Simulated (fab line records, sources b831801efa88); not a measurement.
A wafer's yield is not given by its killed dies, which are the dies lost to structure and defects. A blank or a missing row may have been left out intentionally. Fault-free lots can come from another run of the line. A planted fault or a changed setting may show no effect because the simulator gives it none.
Which tool is to blame?    flow gf180mcu    13 lots with 39 wafers sampled at 6 steps, on a route of 602 steps

WHAT THE GAUGES READ, wafer by wafer
GF_DUAL_GATE_OVL_MEAS_11. Usual: DUAL_GATE_OVL gives -0.8 nm (standard deviation 1.6).
lot   measured      on          DUAL_GATE_OVL (nm)  flag
L584  day 8 15:25   overlay-01  -2.9 -2.7 -2.2      
L585  day 8 23:01   overlay-01  3.2 2.1 3.4         
L587  day 9 02:56   overlay-02  -2.0 0.3 -1.8       
L588  day 9 14:04   overlay-01  0.8 -1.2 -0.3       
L589  day 9 19:13   overlay-01  0.0 -2.0 0.1        
L591  day 10 05:29  overlay-02  0.3 -0.1 -1.2       
L592  day 10 11:55  overlay-01  -0.2 -1.2 -0.4      
L595  day 11 12:10  overlay-02  1.2 -2.2 -0.8       
L603  day 13 23:04  overlay-02  -0.9 -0.5 0.2       
L604  day 14 05:40  overlay-02  1.9 -0.3 -0.2       
L605  day 14 07:40  overlay-02  -2.6 -2.5 -1.1      
L606  day 15 00:01  overlay-01  -3.2 -2.9 -4.5      
L607  day 15 01:22  overlay-01  0.0 -0.3 -0.9       

GF_HV_LDD_THK_MEAS_57. Usual: HV_LDD_CVD_56_THK gives 90.0 nm (standard deviation 0.85).
lot   measured      on             HV_LDD_CVD_56_THK (nm)  flag
L584  day 12 19:38  film-metro-01  89.7 90.4 89.9          
L585  day 13 05:50  film-metro-01  89.4 90.0 90.0          
L587  day 13 10:19  film-metro-02  88.6 89.5 89.5          
L588  day 13 21:17  film-metro-02  90.3 90.4 90.8          
L589  day 14 06:08  film-metro-04  89.2 88.9 89.6          
L591  day 14 18:23  film-metro-04  88.6 88.9 89.5          
L592  day 14 23:38  film-metro-02  89.4 89.2 89.0          
L595  day 16 03:32  film-metro-02  90.8 89.2 90.9          
L603  day 19 01:24  film-metro-04  91.2 90.0 90.1          
L604  day 19 09:01  film-metro-01  128.4 127.4 127.8       OFF
L605  day 19 11:23  film-metro-02  129.1 128.9 129.2       OFF
L606  day 20 05:08  film-metro-02  90.8 90.7 90.4          
L607  day 20 08:05  film-metro-04  90.5 90.4 89.4          

GF_NSD_OVL_MEAS_08. Usual: NSD_OVL gives -0.4 nm (standard deviation 1.5).
lot   measured      on          NSD_OVL (nm)    flag
L584  day 13 15:11  overlay-02  -1.7 2.3 -0.1   
L585  day 14 02:41  overlay-02  0.1 0.0 0.1     
L587  day 14 06:47  overlay-02  -1.0 0.3 -1.0   
L588  day 14 18:47  overlay-01  -3.3 -2.1 -3.2  
L589  day 15 03:14  overlay-01  -1.6 -2.5 -1.2  
L591  day 15 15:36  overlay-02  -2.8 -0.3 1.3   
L592  day 15 20:56  overlay-01  -0.4 -1.1 0.6   
L595  day 17 01:53  overlay-02  -1.5 -1.7 -1.1  
L603  day 20 02:35  overlay-02  -0.3 0.9 -0.4   
L606  day 21 04:59  overlay-01  1.8 -1.4 -2.3   
L607  day 21 07:47  overlay-02  0.2 1.1 0.5     

GF_PSD_CD_MEAS_07: the cd target is 400 nm. Usual: cd-nm reads 399.6 nm (standard deviation 1.7).
lot   measured      on         cd-nm (nm)         flag
L584  day 14 12:11  cd-sem-02  399.7 400.4 398.1  
L585  day 15 00:04  cd-sem-02  399.4 397.6 399.5  
L587  day 15 04:11  cd-sem-02  399.8 398.0 398.6  
L588  day 15 16:47  cd-sem-01  400.4 400.0 399.0  
L589  day 16 01:28  cd-sem-02  399.3 401.1 399.1  
L591  day 16 13:40  cd-sem-01  398.8 399.2 398.4  
L592  day 16 19:25  cd-sem-02  402.2 400.0 398.3  
L595  day 18 01:13  cd-sem-01  395.8 398.0 396.3  
L603  day 21 03:10  cd-sem-01  400.7 399.2 399.4  
L606  day 22 05:25  cd-sem-02  403.3 403.1 403.2  
L607  day 22 07:50  cd-sem-01  400.5 401.0 400.0  

WHICH TOOL RAN EACH LOT (tool, then ch and the chambers of the sampled wafers, then the start)
lot   GF_HV_LDD_CVD_56             GF_HV_LDD_ETCHBACK_58
L584  lpcvd-01 ch 1, day 12 18:12  rie-diel-02 ch 2,3, day 12 19:41
L585  lpcvd-01 ch 1, day 13 04:24  rie-diel-03 ch 1,2,3, day 13 05:53
L587  lpcvd-01 ch 0, day 13 08:52  rie-diel-01 ch 0,1, day 13 10:22
L588  lpcvd-01 ch 0, day 13 19:51  rie-diel-02 ch 0,1,3, day 13 21:20
L589  lpcvd-02 ch 1, day 14 04:42  rie-diel-03 ch 1,2,3, day 14 06:11
L591  lpcvd-02 ch 0, day 14 16:56  rie-diel-01 ch 1,2,3, day 14 18:26
L592  lpcvd-01 ch 0, day 14 22:12  rie-diel-02 ch 0,1,2, day 14 23:41
L595  lpcvd-02 ch 0, day 16 02:07  rie-diel-01 ch 0,1,2, day 16 03:36
L603  lpcvd-01 ch 1, day 18 23:58  rie-diel-02 ch 1,2,3, day 19 01:28
L604  lpcvd-02 ch 1, day 19 07:36  rie-diel-03 ch 1,2, day 19 09:05
L605  lpcvd-02 ch 1, day 19 09:14  rie-diel-02 ch 0,3, day 19 11:27
L606  lpcvd-01 ch 1, day 20 03:43  rie-diel-03 ch 1,2,3, day 20 05:11
L607  lpcvd-01 ch 1, day 20 06:38  rie-diel-02 ch 1,3, day 20 08:08
- GF_HV_LDD_CVD_56: deposits Si3N4 from DCS/NH3, target thk 90 nm, time 1543 s.
- GF_HV_LDD_ETCHBACK_58: etches Si3N4 in CH3F/O2, stops on SiO2, time 100 s, target depth 90 nm.

AS READ BY THE TOOLS THEMSELVES (means over the sampled wafers that have a number; for cases with no such wafer, the mark the record gives instead)
GF_HV_LDD_CVD_56. Usual: spike-tc-upper-C reads 771.0 C (standard deviation 1.3).
lot   tool      spike-tc-upper-C (C)  flag
L584  lpcvd-01  771.7                 
L585  lpcvd-01  772.0                 
L587  lpcvd-01  769.0                 
L588  lpcvd-01  768.2                 
L589  lpcvd-02  771.3                 
L591  lpcvd-02  770.9                 
L592  lpcvd-01  769.3                 
L595  lpcvd-02  770.6                 
L603  lpcvd-01  771.7                 
L604  lpcvd-02  772.3                 
L605  lpcvd-02  771.0                 
L606  lpcvd-01  772.0                 
L607  lpcvd-01  771.5                 

GF_HV_LDD_ETCHBACK_58. Usual: bias-w 79.96 W, standard deviation 0.23; drypump-motor-current-A 5.8 A, standard deviation 0.36; oes-product-au 0.842 a.u., standard deviation 0.0064; throttle-valve-pct 10.561 %, standard deviation 0.0098.
lot   tool         bias-w (W)  drypump-motor-current-A (A)  oes-product-au (a.u.)  throttle-valve-pct (%)  flag
L584  rie-diel-02  79.84       5.5                          0.840                  10.566                  
L585  rie-diel-03  79.79       5.6                          0.842                  10.558                  
L587  rie-diel-01  79.99       5.8                          0.844                  10.564                  
L588  rie-diel-02  79.95       5.7                          0.847                  10.564                  
L589  rie-diel-03  80.05       5.6                          0.839                  10.560                  
L591  rie-diel-01  80.04       5.9                          0.839                  10.561                  
L592  rie-diel-02  80.04       6.0                          0.837                  10.545                  
L595  rie-diel-01  79.95       5.9                          0.845                  10.562                  
L603  rie-diel-02  80.19       5.9                          0.843                  10.567                  
L604  rie-diel-03  79.82       5.5                          0.989                  10.581                  OFF
L605  rie-diel-02  79.87       5.3                          1.007                  10.580                  OFF
L606  rie-diel-03  80.07       5.6                          0.848                  10.563                  
L607  rie-diel-02  80.05       5.6                          0.842                  10.566                  

THE ANSWER, worked out from the rows above alone
Rule: take the mean of a lot's wafers that have a number; if it is more than 3 standard deviations from the usual mean, the lot is off. A lot without any number at a reading at which 4 lots or more have one is off too. Where the step has rows for the other lots, those lots are counted as sound. The gauges are gone through in route order, then the tools' own readings, and for those a lot's mean is taken as printed above. The first step at which some lot is off is used, and at that step the reading that is off furthest; a lot without a number counts as furthest.
Off: L604, L605, at GF_HV_LDD_THK_MEAS_57 (HV_LDD_CVD_56_THK).
A tool fits if, at a process step before that reading, it ran every lot that is off, and no sound lot after the first of them. Not tried: the gauges at GF_HV_LDD_THK_MEAS_57; whatever is off there is also off at GF_HV_LDD_ETCHBACK_58, on other tools, and gauge error can't account for it. One candidate fits, namely lpcvd-02 at GF_HV_LDD_CVD_56. A fault onset in the window from L595 (day 16 02:07, its last sound lot) to L604 (day 19 07:36, its first lot off) fits.

WHAT THE SIMULATOR HAD PUT IN
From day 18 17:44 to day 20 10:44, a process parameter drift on lpcvd-02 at GF_HV_LDD_CVD_56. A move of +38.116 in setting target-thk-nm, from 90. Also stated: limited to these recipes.
Lots struck among those shown: L604, L605. Same finding as the rule above.
